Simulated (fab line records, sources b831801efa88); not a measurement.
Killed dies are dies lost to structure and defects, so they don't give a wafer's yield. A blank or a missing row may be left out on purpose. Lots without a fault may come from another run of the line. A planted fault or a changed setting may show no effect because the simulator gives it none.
fab line records | flow sky130
record lots=14 wafers=39 last_day=50
route steps=708 shown FIELD_ISO@5 NWELL@63 PAD_OPEN@708
lots that met no fault: from a run of the same line without faults
start_h: hours from the record's first day to the start of the lot's first wafer shown | wait_h: hours since the lot's step before | " the same as in the row above | L1.1+2: a row that stands for several wafers | - no value, or no start given | * or withheld: withheld | < > ~ a bound
route shown NAME@n: a module of which the file shows steps, and the number in the route of the first | usual: mean/standard deviation of fault-free wafers | same: alike in all rows | chamber/n: place in a boat | sites: the reading at each site | _std_site: their standard deviation | _edge_site: outer sites' mean less inner sites' | radius_mm: how far each site lies from the wafer's centre | mask NAME#n: copy n | behind: the tool/chamber that last shaped the wafer | hold: why the lot was held/for how many hours/how that ended | device: the transistor (n, p or np) that didn't switch | end of line: the same wafers' tests at the end of the route | a step without rows: its recipe alone | killed: dies lost to structure and defects at the first sort, not the wafer's yield | map: a wafer's dies, x killed, . not, _ none there
set.NAME: the setting as run; set.NAME@STEP: as run at that earlier step | model.NAME: the simulator's own value behind a step, which no gauge read
steps of the route over a sample of lots; a table a step, a row a wafer
services: from which hour (start_h, from the record's first day; less than 0 if before it) a tool's chamber was out of use, for how many hours, and why
## steps
# step SKY_FIELD_ISO_THK_MEAS_04
# recipe reads=Si3N4_of_FIELD_ISO_CVD_03
# usual FIELD_ISO_CVD_03_THK=165.2/1.4
# columns lot.wafer tool chamber start_h wait_h FIELD_ISO_CVD_03_THK[nm]
L276.3 film_metro-01 - 23.88 0.0 165.2
L276.4 " - " " 165.5
L276.6 " - " " 164.7
L277.2 film_metro-04 - 31.53 0.0 163.5
L277.3 " - " " 163.9
L277.5 " - " " 164.8
L278.2 film_metro-01 - 34.66 0.0 166.3
L278.3 " - " " 166.6
L278.4 " - " " 164.6
L279.3 film_metro-01 - 39.06 0.0 164.7
L279.4 " - " " 164.0
L279.6 " - " " 164.6
L280.2 film_metro-01 - 44.04 0.0 167.0
L280.4 " - " " 166.6
L280.6 " - " " 168.4
L282.3 film_metro-01 - 53.98 0.0 166.6
L282.4 " - " " 166.7
L282.6 " - " " 165.9
L283.2 film_metro-02 - 59.37 0.0 165.8
L283.3 " - " " 167.0
L283.5 " - " " 167.1
L284.1 film_metro-01 - 63.54 0.0 164.2
L284.2 " - " " 164.6
L284.4 " - " " 164.0
L285.2 film_metro-02 - 68.49 0.0 163.4
L285.3 " - " " 163.8
L285.4 " - " " 162.3
L286.4 film_metro-01 - 73.51 0.0 164.6
L286.6 " - " " 165.2
L287.3 film_metro-04 - 79.39 0.0 164.1
L287.4 " - " " 164.3
L291.3 film_metro-04 - 100.11 0.0 162.9
L291.5 " - " " 163.7
L296.2 film_metro-02 - 129.12 0.0 166.0
L296.3 " - " " 164.6
L296.6 " - " " 164.0
L297.1 film_metro-01 - 132.22 0.0 165.5
L297.2 " - " " 165.5
L297.3 " - " " 165.4
# step SKY_FIELD_ISO_CVD_24
# recipe material=SiO2 target_thk_nm=595 temp_c=650 sigma_open_frac=0.3 time_s=99.2 sih4_flow_sccm=60 pressure_mtorr=6
# columns lot.wafer tool chamber start_h wait_h
L276.3+4+6 hdpcvd-02 0,1,0 40.73 0.0
L277.2+3+5 hdpcvd-02 1,0,1 48.84 0.0
L278.2+3+4 hdpcvd-01 0,1,2 53.24 0.0
L279.3+4+6 hdpcvd-02 1,2,1 56.94 0.0
L280.2+4+6 hdpcvd-02 0,1,2 62.12 0.0
L282.3+4+6 hdpcvd-02 1,0,1 72.04 0.0
L283.2+3+5 hdpcvd-02 0,1,2 77.86 0.0
L284.1+2+4 hdpcvd-01 1,2,0 82.86 0.1
L285.2+3+4 hdpcvd-01 0,2,1 90.15 0.0
L286.4+6 hdpcvd-01 0,2 94.35 0.1
L287.3+4 hdpcvd-01 0,2 99.88 0.0
L291.3+5 hdpcvd-01 0,2 126.26 0.0
L296.2+3+6 hdpcvd-02 0,1,1 149.99 0.0
L297.1+2+3 hdpcvd-02 0,1,2 152.87 0.1
# step SKY_FIELD_ISO_THK_MEAS_25
# recipe reads=SiO2_of_FIELD_ISO_CVD_24
# usual FIELD_ISO_CVD_24_THK=595/5.7
# columns lot.wafer tool chamber start_h wait_h FIELD_ISO_CVD_24_THK[nm]
L276.3 film_metro-01 - 40.82 0.1 596
L276.4 " - " " 605
L276.6 " - " " 594
L277.2 film_metro-04 - 48.92 0.0 602
L277.3 " - " " 599
L277.5 " - " " 605
L278.2 film_metro-01 - 53.32 0.0 598
L278.3 " - " " 600
L278.4 " - " " 593
L279.3 film_metro-04 - 57.04 0.1 599
L279.4 " - " " 587
L279.6 " - " " 593
L280.2 film_metro-02 - 62.20 0.0 586
L280.4 " - " " 596
L280.6 " - " " 583
L282.3 film_metro-04 - 72.13 0.1 604
L282.4 " - " " 599
L282.6 " - " " 605
L283.2 film_metro-01 - 77.95 0.0 595
L283.3 " - " " 593
L283.5 " - " " 591
L284.1 film_metro-04 - 82.94 0.0 600
L284.2 " - " " 598
L284.4 " - " " 599
L285.2 film_metro-04 - 90.24 0.0 596
L285.3 " - " " 598
L285.4 " - " " 605
L286.4 film_metro-02 - 94.41 0.0 1132
L286.6 " - " " 596
L287.3 film_metro-04 - 99.97 0.1 1138
L287.4 " - " " 1139
L291.3 film_metro-01 - 126.35 0.1 1133
L291.5 " - " " 598
L296.2 film_metro-02 - 150.13 0.1 584
L296.3 " - " " 587
L296.6 " - " " 593
L297.1 film_metro-04 - 152.94 0.0 595
L297.2 " - " " 590
L297.3 " - " " 589
# step SKY_FIELD_ISO_CMP_27
# recipe stop_on=Si3N4 t_overpolish_s=16 down_force_psi=4 platen_rpm=60 target_thk_nm=457.8 pad_velocity_m_s=0.94248
# usual motor_current_A=12.4/1.6 time_to_endpoint_s=111/3.6
# columns lot.wafer tool chamber start_h wait_h motor_current_A time_to_endpoint_s
L276.3 cmp-02 3 43.68 0.0 10.8 107
L276.4 " 1 " " 11.6 112
L276.6 " 0 " " 10.5 105
L277.2 cmp-02 1 50.47 0.0 12.8 110
L277.3 " 0 " " 10.6 104
L277.5 " 2 " " 11.6 112
L278.3 cmp-02 1 55.01 0.0 12.8 115
L278.4 " 2 " " 11.6 113
L278.2 " 3 " " 11.5 114
L279.3 cmp-01 3 58.63 0.1 14.8 117
L279.4 " 1 " " 14.4 111
L279.6 " 2 " " 13.3 118
L280.4 cmp-02 3 65.06 0.0 11.3 115
L280.2 " 0 " " 10.5 109
L280.6 " 3 " " 10.9 110
L282.3 cmp-02 0 74.58 0.1 11.1 110
L282.4 " 2 " " 11.2 114
L282.6 " 0 " " 10.8 109
L283.3 cmp-01 0 79.50 0.0 11.5 111
L283.2 " 1 " " 14.2 110
L283.5 " 0 " " 11.4 107
L284.1 cmp-01 3 84.50 0.0 15.0 104
L284.2 " 0 " " 11.1 107
L284.4 " 2 " " 13.8 108
L285.3 cmp-02 3 94.19 0.0 11.2 111
L285.4 " 0 " " 10.7 109
L285.2 " 2 " " 11.7 113
L286.4 cmp-01 3 96.04 0.1 14.9 210
L286.6 " 2 " " 13.9 111
L287.3 cmp-02 0 101.58 0.0 10.9 203
L287.4 " 1 " " 12.2 207
L291.3 cmp-02 3 130.86 0.0 11.4 209
L291.5 " 0 " " 10.9 106
L296.2 cmp-01 0 152.56 0.1 11.4 111
L296.3 " 1 " " 14.8 110
L296.6 " 2 " " 14.3 113
L297.1 cmp-02 0 154.55 0.1 10.3 109
L297.3 " 1 " " 11.9 108
L297.2 " 2 " " 11.3 111
# step SKY_NWELL_OVL_MEAS_10
# usual NWELL_00_OVL=-0.7/1.3
# columns lot.wafer tool chamber start_h wait_h NWELL_00_OVL[nm]
L276.3 overlay-01 - 95.39 - -1.0
L276.4 " - " " -2.4
L276.6 " - " " -1.0
L277.2 overlay-02 - 104.20 - -0.5
L277.3 " - " " 0.0
L277.5 " - " " -1.6
L278.2 overlay-02 - 108.83 - 0.8
L278.3 " - " " 0.8
L278.4 " - " " 1.2
L279.3 overlay-02 - 111.71 - -0.6
L279.4 " - " " -1.5
L279.6 " - " " -1.7
L280.2 overlay-02 - 120.35 - -2.0
L280.4 " - " " -2.1
L280.6 " - " " -2.6
L282.3 overlay-02 - 130.84 - 0.6
L282.4 " - " " -2.3
L282.6 " - " " -2.3
L283.2 overlay-01 - 134.85 - -1.5
L283.3 " - " " -1.7
L283.5 " - " " -0.7
L284.1 overlay-02 - 144.33 - -0.7
L284.2 " - " " 0.5
L284.4 " - " " 0.3
L285.2 overlay-01 - 151.88 - 0.1
L285.3 " - " " -1.4
L285.4 " - " " -1.1
L286.4 overlay-02 - 153.26 - -0.3
L286.6 " - " " -0.3
L287.3 overlay-01 - 159.76 - 1.5
L287.4 " - " " 1.1
L291.3 overlay-02 - 198.14 - -0.2
L291.5 " - " " -0.6
L296.2 overlay-02 - 219.95 - -1.8
L296.3 " - " " -2.5
L296.6 " - " " -1.2
L297.1 overlay-02 - 222.28 - 0.7
L297.2 " - " " -0.4
L297.3 " - " " -1.7
# step SKY_NWELL_OVL_MEAS_23
# usual NWELL_01_OVL=-0.3/1.2
# columns lot.wafer tool chamber start_h wait_h NWELL_01_OVL[nm]
L276.3 overlay-02 - 113.75 - 0.8
L276.4 " - " " -0.1
L276.6 " - " " 0.7
L277.2 overlay-01 - 122.90 - 0.8
L277.3 " - " " 0.2
L277.5 " - " " 0.7
L278.2 overlay-01 - 127.63 - -0.2
L278.3 " - " " -0.9
L278.4 " - " " -1.8
L279.3 overlay-01 - 129.84 - -1.4
L279.4 " - " " -2.9
L279.6 " - " " -2.2
L280.2 overlay-01 - 138.88 - 0.3
L280.4 " - " " 0.7
L280.6 " - " " -0.7
L282.3 overlay-02 - 149.44 - -0.3
L282.4 " - " " -3.7
L282.6 " - " " -1.4
L283.2 overlay-01 - 153.69 - -1.4
L283.3 " - " " -0.1
L283.5 " - " " -0.6
L284.1 overlay-02 - 163.88 - -0.9
L284.2 " - " " -0.8
L284.4 " - " " -1.3
L285.2 overlay-02 - 172.03 - 2.0
L285.3 " - " " 0.5
L285.4 " - " " 0.9
L286.4 overlay-01 - 173.56 - -1.9
L286.6 " - " " 0.1
L287.3 overlay-02 - 180.71 - 0.0
L287.4 " - " " -2.3
L291.3 overlay-01 - 220.75 - -0.4
L291.5 " - " " 0.0
L296.2 overlay-02 - 243.85 - 2.3
L296.3 " - " " 2.2
L296.6 " - " " 0.9
L297.1 overlay-01 - 245.78 - -2.6
L297.2 " - " " -0.9
L297.3 " - " " 0.8
# step SKY_PAD_OPEN_PROBE_99
# usual killed_at_M0_to_M3=43/7 killed_at_M4_up=3.4/1.9 killed_at_contacts=24/5.4 killed_at_front_end=15/4.4 killed_at_other=0.4/0.63 killed_dies=86/9.1 killed_open=46/6.6 killed_short=39/6.6
# same gross_dies=492 killed_at_back_side=0
# columns lot.wafer tool chamber start_h wait_h killed_at_M0_to_M3 killed_at_M4_up killed_at_contacts killed_at_front_end killed_at_other killed_dies killed_open killed_short
L277.2 prober-01 - 1114.91 0.1 44 2 18 18 0 82 48 32
L277.3 prober-01 - 1114.96 0.2 39 4 21 21 0 85 54 31
L277.5 prober-01 - 1115.06 0.2 48 3 16 26 0 93 52 36
L276.3 prober-02 - 1117.29 0.2 51 2 31 16 0 100 53 45
L276.4 prober-02 - 1117.34 0.2 33 1 28 12 2 76 41 35
L276.6 prober-02 - 1117.44 0.2 47 2 29 22 0 100 60 40
L278.2 prober-01 - 1117.59 0.1 40 3 21 13 1 78 40 38
L278.3 prober-01 - 1117.64 0.2 45 1 22 11 1 80 49 31
L278.4 prober-01 - 1117.69 0.2 42 5 19 9 0 75 47 28
L280.2 prober-02 - 1118.74 0.1 38 6 31 18 1 94 58 36
L280.4 prober-02 - 1118.84 0.2 31 2 35 17 0 85 41 44
L280.6 prober-02 - 1118.94 0.2 39 3 22 22 0 86 48 38
L279.3 prober-02 - 1121.24 0.2 35 7 19 14 0 75 40 35
L279.4 prober-02 - 1121.29 0.2 40 4 18 15 0 77 44 33
L279.6 prober-02 - 1121.39 0.2 49 6 26 6 1 88 44 44
L283.2 prober-01 - 1129.13 0.1 37 4 27 25 0 93 47 44
L283.3 prober-01 - 1129.18 0.2 34 3 25 23 2 87 48 35
L283.5 prober-01 - 1129.28 0.2 35 4 20 16 0 75 46 28
L282.3 prober-02 - 1129.52 0.2 43 5 24 14 1 87 55 32
L282.4 prober-02 - 1129.57 0.2 47 5 22 16 0 90 48 42
L282.6 prober-02 - 1129.67 0.2 39 5 20 15 0 79 40 38
L284.1 prober-01 - 1130.77 0.1 38 2 18 11 0 69 39 30
L284.2 prober-01 - 1130.82 0.1 44 1 22 13 0 80 39 41
L284.4 prober-01 - 1130.92 0.2 52 0 17 10 0 79 45 34
L285.2 prober-02 - 1136.51 0.1 47 4 27 12 0 90 51 39
L285.3 prober-02 - 1136.56 0.2 39 3 27 13 0 82 46 36
L285.4 prober-02 - 1136.61 0.2 45 2 23 15 0 85 47 38
L286.4 prober-01 - 1143.17 0.2 42 1 23 14 0 80 51 29
L286.6 prober-01 - 1143.27 0.2 42 3 24 18 1 88 50 38
L287.3 prober-02 - 1147.14 0.2 41 7 21 18 1 88 48 40
L287.4 prober-02 - 1147.19 0.2 29 4 25 26 1 85 45 40
L291.3 prober-01 - 1183.05 0.2 44 2 24 6 0 76 45 31
L291.5 prober-01 - 1183.15 0.2 38 5 22 21 0 86 43 43
L296.2 prober-01 - 1194.92 0.1 34 3 24 14 0 75 39 36
L296.3 prober-01 - 1194.97 0.2 44 0 33 17 1 95 39 56
L296.6 prober-01 - 1195.12 0.2 34 1 20 13 0 68 33 35
L297.1 prober-02 - 1201.02 0.1 52 2 15 14 2 85 50 33
L297.2 prober-02 - 1201.07 0.1 50 9 24 21 2 106 49 56
L297.3 prober-02 - 1201.12 0.2 45 7 20 9 0 81 44 37
# killed by level:class
L277.2 VIA1:geometric_particle:open=12 VIA1:geometric_particle:short=9 CONTACT:geometric_particle:open=8 VIA2:geometric_particle:open=8 SPACER:geometric_particle:open=5 LI_CONTACT:geometric_particle:open=5 VIA2:geometric_particle:short=4 VIA3:geometric_particle:open=4
L277.3 VIA1:geometric_particle:open=13 CONTACT:geometric_particle:open=9 LI_CONTACT:geometric_particle:open=8 FIELD_ISO:geometric_particle:open=6 POLY_GATE:geometric_particle:short=6 VIA1:geometric_particle:short=6 VIA3:geometric_particle:open=5 VIA2:geometric_particle:open=5
L277.5 VIA1:geometric_particle:open=18 CONTACT:geometric_particle:open=8 FIELD_ISO:geometric_particle:short=7 FIELD_ISO:geometric_particle:open=5 VIA2:geometric_particle:open=5 VIA3:geometric_particle:open=5 METAL2:geometric_particle:short=4 POLY_GATE:geometric_particle:short=4
L276.3 CONTACT:geometric_particle:open=15 METAL2:geometric_particle:short=9 VIA3:geometric_particle:open=9 CONTACT:geometric_particle:short=6 VIA1:geometric_particle:open=6 VIA2:geometric_particle:open=6 FIELD_ISO:geometric_particle:short=5 VIA1:geometric_particle:short=5
L276.4 CONTACT:geometric_particle:open=9 VIA1:geometric_particle:open=9 CONTACT:geometric_particle:short=7 LI_CONTACT:geometric_particle:open=6 METAL1:geometric_particle:short=6 POLY_GATE:geometric_particle:short=4 LOCAL_INTERCONNECT:geometric_particle:short=4 VIA3:geometric_particle:open=4
L276.6 POLY_GATE:geometric_particle:open=12 VIA1:geometric_particle:open=11 CONTACT:geometric_particle:open=10 VIA2:geometric_particle:open=7 LI_CONTACT:geometric_particle:open=6 CONTACT:geometric_particle:short=5 METAL1:geometric_particle:short=5 METAL2:geometric_particle:short=5
L278.2 VIA1:geometric_particle:open=9 CONTACT:geometric_particle:open=6 CONTACT:geometric_particle:short=6 VIA3:geometric_particle:open=6 VIA2:geometric_particle:open=6 POLY_GATE:geometric_particle:short=4 LI_CONTACT:geometric_particle:short=4 VIA3:geometric_particle:short=4
L278.3 VIA1:geometric_particle:open=15 VIA3:geometric_particle:open=8 LI_CONTACT:geometric_particle:open=7 VIA2:geometric_particle:open=6 CONTACT:geometric_particle:open=6 METAL2:geometric_particle:short=6 FIELD_ISO:geometric_particle:short=4 FIELD_ISO:geometric_particle:open=4
L278.4 VIA1:geometric_particle:open=13 LI_CONTACT:geometric_particle:open=6 CONTACT:geometric_particle:open=6 VIA2:geometric_particle:open=6 VIA3:geometric_particle:open=5 POLY_GATE:geometric_particle:short=4 VIA2:geometric_particle:short=4 POLY_GATE:geometric_particle:open=3
L280.2 CONTACT:geometric_particle:open=12 LI_CONTACT:geometric_particle:open=9 VIA2:geometric_particle:open=8 CONTACT:geometric_particle:short=8 POLY_GATE:geometric_particle:open=7 VIA1:geometric_particle:open=7 FIELD_ISO:geometric_particle:short=5 VIA2:geometric_particle:short=4
L280.4 CONTACT:geometric_particle:open=15 CONTACT:geometric_particle:short=9 VIA1:geometric_particle:open=8 FIELD_ISO:geometric_particle:short=6 VIA2:geometric_particle:open=5 LI_CONTACT:geometric_particle:short=4 LOCAL_INTERCONNECT:geometric_particle:short=4 FIELD_ISO:geometric_particle:open=3
L280.6 CONTACT:geometric_particle:open=10 VIA1:geometric_particle:open=7 VIA3:geometric_particle:open=6 POLY_GATE:geometric_particle:short=5 POLY_GATE:geometric_particle:open=5 VIA2:geometric_particle:open=5 METAL3:geometric_particle:short=5 VIA3:geometric_particle:short=5
L279.3 VIA3:geometric_particle:open=9 LI_CONTACT:geometric_particle:open=5 METAL2:geometric_particle:short=5 METAL4:geometric_particle:short=5 VIA1:geometric_particle:open=5 VIA1:geometric_particle:short=5 POLY_GATE:geometric_particle:open=4 CONTACT:geometric_particle:open=4
L279.4 VIA3:geometric_particle:open=8 FIELD_ISO:geometric_particle:open=7 CONTACT:geometric_particle:open=7 VIA1:geometric_particle:open=7 METAL2:geometric_particle:short=5 LOCAL_INTERCONNECT:geometric_particle:short=4 LI_CONTACT:geometric_particle:open=4 METAL1:geometric_particle:short=4
L279.6 VIA1:geometric_particle:open=11 VIA3:geometric_particle:open=9 LI_CONTACT:geometric_particle:open=8 LOCAL_INTERCONNECT:geometric_particle:short=7 VIA3:geometric_particle:short=6 CONTACT:geometric_particle:open=5 METAL1:geometric_particle:short=5 METAL4:geometric_particle:short=5
L283.2 CONTACT:geometric_particle:open=11 FIELD_ISO:geometric_particle:short=8 LI_CONTACT:geometric_particle:open=6 VIA1:geometric_particle:open=6 VIA3:geometric_particle:open=6 POLY_GATE:geometric_particle:short=5 CONTACT:geometric_particle:short=5 POLY_GATE:geometric_particle:open=4
L283.3 CONTACT:geometric_particle:open=11 POLY_GATE:geometric_particle:open=8 VIA1:geometric_particle:open=7 VIA3:geometric_particle:open=6 METAL2:geometric_particle:short=5 VIA2:geometric_particle:open=5 LI_CONTACT:geometric_particle:short=4 VIA2:geometric_particle:short=4
L283.5 VIA3:geometric_particle:open=9 CONTACT:geometric_particle:open=8 VIA1:geometric_particle:open=8 FIELD_ISO:geometric_particle:short=7 LI_CONTACT:geometric_particle:open=6 VIA1:geometric_particle:short=6 FIELD_ISO:geometric_particle:open=5 METAL2:geometric_particle:short=3
L282.3 CONTACT:geometric_particle:open=14 VIA1:geometric_particle:open=13 FIELD_ISO:geometric_particle:open=7 VIA2:geometric_particle:open=7 VIA3:geometric_particle:short=5 VIA3:geometric_particle:open=5 LOCAL_INTERCONNECT:geometric_particle:short=4 METAL2:geometric_particle:short=4
L282.4 VIA3:geometric_particle:open=9 CONTACT:geometric_particle:open=7 LI_CONTACT:geometric_particle:open=6 METAL2:geometric_particle:short=6 VIA1:geometric_particle:open=6 POLY_GATE:geometric_particle:open=5 CONTACT:geometric_particle:short=5 METAL1:geometric_particle:short=5
L282.6 LI_CONTACT:geometric_particle:open=12 VIA1:geometric_particle:open=9 FIELD_ISO:geometric_particle:short=7 METAL1:geometric_particle:short=7 METAL2:geometric_particle:short=5 VIA2:geometric_particle:open=5 VIA3:geometric_particle:open=4 VIA3:geometric_particle:short=4
L284.1 VIA1:geometric_particle:open=17 LI_CONTACT:geometric_particle:open=6 METAL3:geometric_particle:short=6 LOCAL_INTERCONNECT:geometric_particle:short=4 CONTACT:geometric_particle:open=4 VIA2:geometric_particle:short=4 POLY_GATE:geometric_particle:short=3 VIA2:geometric_particle:open=3
L284.2 VIA2:geometric_particle:open=11 CONTACT:geometric_particle:short=9 VIA1:geometric_particle:open=8 CONTACT:geometric_particle:open=7 VIA1:geometric_particle:short=6 VIA3:geometric_particle:open=6 FIELD_ISO:geometric_particle:short=4 METAL1:geometric_particle:short=4
L284.4 VIA1:geometric_particle:open=9 VIA2:geometric_particle:open=8 METAL1:geometric_particle:short=8 CONTACT:geometric_particle:open=6 METAL3:geometric_particle:short=5 LI_CONTACT:geometric_particle:open=5 VIA3:geometric_particle:open=5 VIA2:geometric_particle:short=5
L285.2 VIA1:geometric_particle:open=13 CONTACT:geometric_particle:open=10 CONTACT:geometric_particle:short=7 VIA2:geometric_particle:open=7 METAL1:geometric_particle:short=5 METAL4:geometric_particle:short=4 POLY_GATE:geometric_particle:open=4 LI_CONTACT:geometric_particle:short=4
L285.3 CONTACT:geometric_particle:open=12 VIA1:geometric_particle:open=11 LI_CONTACT:geometric_particle:open=8 METAL1:geometric_particle:short=6 POLY_GATE:geometric_particle:open=5 POLY_GATE:geometric_particle:short=4 VIA3:geometric_particle:open=4 METAL2:geometric_particle:short=4
L285.4 VIA1:geometric_particle:open=12 FIELD_ISO:geometric_particle:short=8 CONTACT:geometric_particle:open=7 LI_CONTACT:geometric_particle:open=6 CONTACT:geometric_particle:short=6 VIA2:geometric_particle:short=5 METAL2:geometric_particle:short=5 VIA2:geometric_particle:open=4
L286.4 LI_CONTACT:geometric_particle:open=13 VIA1:geometric_particle:open=11 METAL1:geometric_particle:short=6 VIA2:geometric_particle:open=6 VIA1:geometric_particle:short=5 VIA3:geometric_particle:open=5 POLY_GATE:geometric_particle:open=4 CONTACT:geometric_particle:open=4
L286.6 VIA1:geometric_particle:open=11 CONTACT:geometric_particle:open=10 VIA2:geometric_particle:open=8 POLY_GATE:geometric_particle:short=7 LI_CONTACT:geometric_particle:open=6 METAL1:geometric_particle:short=6 METAL2:geometric_particle:short=5 FIELD_ISO:geometric_particle:open=4
L287.3 VIA1:geometric_particle:open=9 FIELD_ISO:geometric_particle:open=7 LI_CONTACT:geometric_particle:open=7 METAL4:geometric_particle:short=7 CONTACT:geometric_particle:open=7 METAL1:geometric_particle:short=7 VIA3:geometric_particle:open=7 VIA2:geometric_particle:open=6
L287.4 FIELD_ISO:geometric_particle:open=10 CONTACT:geometric_particle:open=10 FIELD_ISO:geometric_particle:short=9 VIA1:geometric_particle:open=9 LI_CONTACT:geometric_particle:open=6 CONTACT:geometric_particle:short=5 METAL3:geometric_particle:short=4 POLY_GATE:geometric_particle:short=3
L291.3 CONTACT:geometric_particle:open=11 VIA1:geometric_particle:open=10 VIA2:geometric_particle:open=9 METAL2:geometric_particle:short=7 LI_CONTACT:geometric_particle:open=5 VIA3:geometric_particle:short=5 VIA3:geometric_particle:open=4 LOCAL_INTERCONNECT:geometric_particle:short=3
L291.5 CONTACT:geometric_particle:open=13 VIA3:geometric_particle:open=6 VIA2:geometric_particle:open=6 VIA1:geometric_particle:open=5 POLY_GATE:geometric_particle:open=5 METAL1:geometric_particle:short=5 VIA1:geometric_particle:short=5 POLY_GATE:geometric_particle:short=4
L296.2 CONTACT:geometric_particle:open=9 POLY_GATE:geometric_particle:open=6 VIA2:geometric_particle:open=6 VIA1:geometric_particle:open=6 LOCAL_INTERCONNECT:geometric_particle:short=5 CONTACT:geometric_particle:short=5 METAL2:geometric_particle:short=4 LI_CONTACT:geometric_particle:open=4
L296.3 CONTACT:geometric_particle:open=11 CONTACT:geometric_particle:short=10 VIA1:geometric_particle:open=8 METAL2:geometric_particle:short=8 VIA2:geometric_particle:short=7 LOCAL_INTERCONNECT:geometric_particle:short=6 POLY_GATE:geometric_particle:open=5 VIA1:geometric_particle:short=5
L296.6 CONTACT:geometric_particle:open=6 METAL1:geometric_particle:short=6 VIA1:geometric_particle:open=6 LI_CONTACT:geometric_particle:open=5 FIELD_ISO:geometric_particle:short=4 LOCAL_INTERCONNECT:geometric_particle:short=4 CONTACT:geometric_particle:short=4 VIA3:geometric_particle:short=4
L297.1 VIA1:geometric_particle:open=18 CONTACT:geometric_particle:open=6 VIA2:geometric_particle:open=6 VIA3:geometric_particle:open=6 VIA2:geometric_particle:short=5 LI_CONTACT:geometric_particle:open=4 METAL1:geometric_particle:short=4 VIA1:geometric_particle:short=4
L297.2 VIA1:geometric_particle:open=9 VIA2:geometric_particle:open=8 VIA1:geometric_particle:short=8 CONTACT:geometric_particle:open=7 METAL4:geometric_particle:short=7 LI_CONTACT:geometric_particle:open=6 CONTACT:geometric_particle:short=5 METAL1:geometric_particle:short=5
L297.3 VIA3:geometric_particle:open=12 LI_CONTACT:geometric_particle:open=9 VIA1:geometric_particle:open=8 METAL4:geometric_particle:short=6 METAL2:geometric_particle:short=6 METAL1:geometric_particle:short=5 CONTACT:geometric_particle:short=4 CONTACT:geometric_particle:open=4
## services
# columns tool chamber start_h hours kind
hdpcvd-02 - 42.07 1.1 repair
cmp-01 - 43.62 2.8 repair
cmp-02 - 45.97 0.3 repair
cmp-01 - 46.46 4.1 pm
cmp-01 - 64.00 4.0 pm
hdpcvd-01 - 66.75 15.0 pm
hdpcvd-01 0 66.75 15.0 vent_cycle
hdpcvd-01 1 66.75 15.0 vent_cycle
hdpcvd-01 2 66.75 15.0 vent_cycle
cmp-01 - 68.00 - consumable_replace:conditioner
cmp-01 - 68.00 - consumable_replace:pad
cmp-01 - 74.37 4.3 repair
cmp-02 - 79.19 5.4 pm
hdpcvd-01 0 81.75 - clean
hdpcvd-01 1 81.75 - clean
hdpcvd-01 2 81.75 - clean
hdpcvd-02 - 101.81 2.8 pm
hdpcvd-01 - 141.61 0.8 repair
## key
first_sign step=SKY_FIELD_ISO_THK_MEAS_25 reading=FIELD_ISO_CVD_24_THK direction=up sigmas=95 usual=595 struck=1135
effect step=SKY_FIELD_ISO_CMP_27 reading=time_to_endpoint_s direction=up sigmas=26 usual=* struck=*
met_at SKY_FIELD_ISO_CVD_24
struck_lots L286,L287,L291
struck_wafers L286.4,L287.3,L287.4,L291.3
tester_left_out L286,L287,L291
not_acting_at SKY_FIELD_ISO_THK_MEAS_04,SKY_NWELL_OVL_MEAS_10,SKY_NWELL_OVL_MEAS_23
onset_between 90.15 94.35
fault kind=process_parameter_drift tool=hdpcvd-01 chamber=- onset_h=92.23 steps=SKY_FIELD_ISO_CVD_24 channel=target_thk_nm offset=541.42 shape=step end_h=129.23 scope=struck_wafers_only acts_in=these_recipes_only stated=595
# tester_left_out: of these lots the tester's yield and bins aren't shown, on N5 and GAA mostly nor the transistor test; their killed dies are dies lost to structure and defects alone, not to doping, threshold or leakage, so they don't give the yield
